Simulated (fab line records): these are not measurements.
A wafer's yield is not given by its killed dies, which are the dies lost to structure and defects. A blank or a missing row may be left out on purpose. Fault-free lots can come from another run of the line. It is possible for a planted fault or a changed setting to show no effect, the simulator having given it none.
A lot that was struck, set against a sound lot ; flow sky130 ; 14 steps out of a route of 708
Sound: these wafers, L927.1, L927.4, L927.6. The struck wafers were L933.2, L933.5, L933.6. At the end, the cause is stated.
Per side, at each step with rows, come the tool, then ch with its chambers, and then its first start. Under that, the readings that differ: sound wafers ; struck wafers ; difference of the means ; sigmas: that difference in standard deviations of wafers without a fault.
alike: readings with means less than 2 such deviations apart, plus words and numbers identical on both sides. not compared: withheld readings, readings lacking a value on some wafer, bounds such as >300 that could conceal the same value, and numbers that have no deviation in the record and whose values overlap.
The two part at a step that has a row with sigmas, a row that says differs or no value, or rows on one side only. When numbers do not overlap yet have no deviation, they are printed without sigmas and do not part them. A reading missing from all wafers of one side parts the sides only when that side holds two or more wafers.

first, 6 steps without rows for these wafers: SKY_DNWELL_COAT_02 (resist thk 3000 nm); SKY_DNWELL_SOFTBAKE_03; SKY_DNWELL_EXPOSE_04 (exposes mask DNM, target cd 3000 nm); SKY_DNWELL_PEB_05; SKY_DNWELL_DEVELOP_06 (develop time 60 s); SKY_DNWELL_IMPLANT_07.
SKY_DNWELL_STRIP_08: strips in O2/N2.
  sound on plasma_asher-02 ch 0,1, day 4 19:24; struck on plasma_asher-02 ch 0,1, day 6 00:21
reading;sound;struck;difference;sigmas
strip_time_to_endpoint_s (s);36.98 36.90 36.99;36.83 36.74 36.76;-0.18;-2
  alike: drypump_motor_current_A, oes_product_au
  not compared: rf_hours_counter_h
SKY_DNWELL_TW_MEAS_09:
  struck on film_metro-03, day 6 00:28; sound on film_metro-03, day 4 19:30
  alike: DNWELL_TW
then, 4 steps without rows for these wafers: SKY_PWDE_DEHYDRATE_00 (time 60 s); SKY_PWDE_HMDS_01 (prime time 60 s); SKY_PWDE_COAT_02 (resist thk 3000 nm); SKY_PWDE_SOFTBAKE_03.
SKY_PWDE_EXPOSE_04: exposes mask PWDEM, target cd 840 nm.
  sound on iline_stepper-01 ch 0, day 5 03:43; struck on iline_stepper-01, day 6 09:44
  no value came back on the struck wafers for exposure_dose_mJ_cm2, focus_offset_nm (nm); on the sound wafers exposure_dose_mJ_cm2 reads 213.86 214.09 214.06
  alike: mask
then, 1 step without rows for these wafers: SKY_PWDE_PEB_05.

== WHERE THEY PART ==
Earliest at SKY_DNWELL_STRIP_08; latest, in this record, at SKY_PWDE_EXPOSE_04.

WHY: what had been put in by the simulator
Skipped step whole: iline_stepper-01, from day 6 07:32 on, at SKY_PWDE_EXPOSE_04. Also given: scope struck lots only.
